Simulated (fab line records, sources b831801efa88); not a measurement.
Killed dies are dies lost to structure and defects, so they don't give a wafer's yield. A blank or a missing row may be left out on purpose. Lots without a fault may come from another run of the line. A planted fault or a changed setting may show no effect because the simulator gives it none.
Which tool did it? | flow sky130 | 10 lots, 30 wafers sampled, at 6 steps of a route of 708

WHAT THE GAUGES READ, wafer by wafer
SKY_VIA2_BOW_MEAS_03.
lot  | measured     | on            | VIA2_BOW (um)
L722 | day 34 09:02 | film_metro-03 | 92 86 86
L725 | day 35 18:09 | film_metro-03 | 89 95 96
L726 | day 36 08:38 | film_metro-03 | 91 94 93
L729 | day 37 07:10 | film_metro-04 | 85 82 93
L731 | day 38 07:02 | film_metro-03 | 86 97 92
L733 | day 38 08:16 | film_metro-01 | 78 80 100
L735 | day 39 02:14 | film_metro-04 | 88 80 80
L736 | day 39 07:17 | film_metro-04 | 78 78 86
L741 | day 41 00:42 | film_metro-03 | 91 87 82
L743 | day 42 09:11 | film_metro-03 | 79 93 87

SKY_VIA2_OVL_MEAS_13.
lot  | measured     | on         | VIA2_OVL (nm)
L722 | day 35 11:08 | overlay-01 | -7 -3 -3
L725 | day 36 20:45 | overlay-02 | 8 8 7
L726 | day 37 11:41 | overlay-01 | -6 2 -8
L729 | day 38 09:23 | overlay-02 | -8 -8 -4
L731 | day 39 08:01 | overlay-02 | -4 4 7
L733 | day 39 09:02 | overlay-02 | -5 -16 -13
L735 | day 40 02:18 | overlay-01 | 2 -2 -7
L736 | day 40 07:43 | overlay-01 | 3 3 2
L741 | day 42 00:23 | overlay-01 | -4 -3 -6
L743 | day 43 08:26 | overlay-02 | 4 2 -2

SKY_CAPM_THK_MEAS_01.
lot  | measured     | on            | CAPM_CVD_00_THK (nm)
L722 | day 35 12:45 | film_metro-01 | 15.29 15.49 15.64
L725 | day 36 22:20 | film_metro-03 | 15.12 15.42 15.26
L726 | day 37 13:36 | film_metro-03 | 15.43 15.69 15.69
L729 | day 38 15:45 | film_metro-01 | 15.05 15.00 15.29
L731 | day 39 09:42 | film_metro-01 | 15.63 15.51 15.65
L733 | day 39 10:41 | film_metro-01 | 15.37 15.04 15.64
L735 | day 40 03:56 | film_metro-03 | 15.00 15.29 15.85
L736 | day 40 09:19 | film_metro-02 | 15.24 15.23 15.56
L741 | day 42 02:01 | film_metro-03 | 15.69 15.79 15.72
L743 | day 43 10:01 | film_metro-03 | 15.13 14.99 15.64

SKY_CAPM_RS_MEAS_03: measures by four-point-probe.
lot  | measured     | on            | CAPM_TIN_RS (ohm/sq)
L722 | day 35 12:55 | film_metro-02 | 6.81 6.86 6.81
L725 | day 36 22:31 | film_metro-02 | 6.93 6.88 6.91
L726 | day 37 13:46 | film_metro-01 | 6.85 6.94 6.88
L729 | day 38 15:55 | film_metro-02 | 6.85 6.89 6.97
L731 | day 39 09:52 | film_metro-03 | 6.93 6.96 6.96
L733 | day 39 10:52 | film_metro-03 | 8.15 8.04 7.95
L735 | day 40 04:07 | film_metro-03 | 8.10 7.98 8.03
L736 | day 40 09:29 | film_metro-03 | 7.00 6.85 6.93
L741 | day 42 02:11 | film_metro-01 | 7.04 6.93 7.04
L743 | day 43 10:11 | film_metro-01 | 6.73 6.83 6.89

SKY_CAPM_THK_MEAS_04: measures by xrf.
lot  | measured     | on            | CAPM_TIN_THK (nm)
L722 | day 35 13:02 | film_metro-02 | 205.7 202.2 205.5
L725 | day 36 22:38 | film_metro-02 | 201.9 202.3 202.3
L726 | day 37 13:53 | film_metro-01 | 203.9 200.6 203.6
L729 | day 38 16:02 | film_metro-02 | 203.7 202.6 199.4
L731 | day 39 09:59 | film_metro-03 | 201.4 200.5 200.1
L733 | day 39 10:58 | film_metro-03 | 176.7 178.2 180.6
L735 | day 40 04:13 | film_metro-03 | 178.7 180.8 179.6
L736 | day 40 09:37 | film_metro-03 | 199.7 204.0 202.3
L741 | day 42 02:18 | film_metro-01 | 199.4 200.4 198.4
L743 | day 43 10:19 | film_metro-01 | 204.2 202.2 202.1

WHICH TOOL RAN EACH LOT (tool, then ch and the chambers of the sampled wafers, then the start)
lot  | SKY_CAPM_SPUTTER_02
L722 | pvd_sputter-02, day 35 12:49
L725 | pvd_sputter-02, day 36 22:23
L726 | pvd_sputter-01, day 37 13:40
L729 | pvd_sputter-03, day 38 15:49
L731 | pvd_sputter-03, day 39 09:46
L733 | pvd_sputter-03, day 39 10:43
L735 | pvd_sputter-03, day 40 03:58
L736 | pvd_sputter-01, day 40 09:23
L741 | pvd_sputter-01, day 42 02:04
L743 | pvd_sputter-01, day 43 10:05
- SKY_CAPM_SPUTTER_02: material TiN, target thk 200 nm, time 166.7 s.

WHAT THE TOOLS THEMSELVES READ (means of the sampled wafers that have a number; where no wafer has one, the mark that the record gives instead)
SKY_CAPM_SPUTTER_02.
lot  | tool           | substrate_temp_c (C) | throttle_valve_pct (%)
L722 | pvd_sputter-02 | 300.05               | 29.1
L725 | pvd_sputter-02 | 299.76               | 30.2
L726 | pvd_sputter-01 | 300.03               | 30.3
L729 | pvd_sputter-03 | 300.09               | 29.2
L731 | pvd_sputter-03 | 300.12               | 30.0
L733 | pvd_sputter-03 | 299.97               | 30.0
L735 | pvd_sputter-03 | 300.02               | 29.7
L736 | pvd_sputter-01 | 299.98               | 30.2
L741 | pvd_sputter-01 | 299.95               | 30.3
L743 | pvd_sputter-01 | 299.89               | 30.5

THE ANSWER, worked out from the rows above alone
Rule: what is usual is taken from the lots themselves. Put in order of their means at a reading, lots are off if they are a third of the lots or fewer, leave a main group of 4 or more, and stand apart from it by a gap of 3 or more times the standard deviation of the main group's means; of several such gaps the widest counts. A main group whose means are all the same, to the digits that the tables above print for the reading, isn't used. A lot without any number at a reading at which 4 lots or more have one is off too. The other lots that the step has rows for count as sound. The gauges are gone through in route order, then the tools' own readings, and for those a lot's mean is taken as printed above. The first step at which some lot is off is used, and at that step the reading that is off furthest; a lot without a number counts as furthest.
Off: L733, L735, at SKY_CAPM_RS_MEAS_03 (CAPM_TIN_RS). The main group: mean 6.90 ohm/sq, standard deviation 0.057.
A tool fits if, at a process step before that reading, it ran every lot that is off, and no sound lot after the first of them. The gauges at SKY_CAPM_RS_MEAS_03 are tried like those tools. One fits: pvd_sputter-03 at SKY_CAPM_SPUTTER_02. Its last sound lot is L731 (day 39 09:46), its first lot that is off L733 (day 39 10:43): a fault that began between those two fits.

WHAT THE SIMULATOR HAD PUT IN
Site profile drift: pvd_sputter-03, from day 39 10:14 on, at SKY_CAPM_SPUTTER_02. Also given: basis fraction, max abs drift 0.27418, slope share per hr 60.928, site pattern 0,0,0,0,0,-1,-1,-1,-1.
Lots struck among those shown: L733, L735. The rule above found the same.
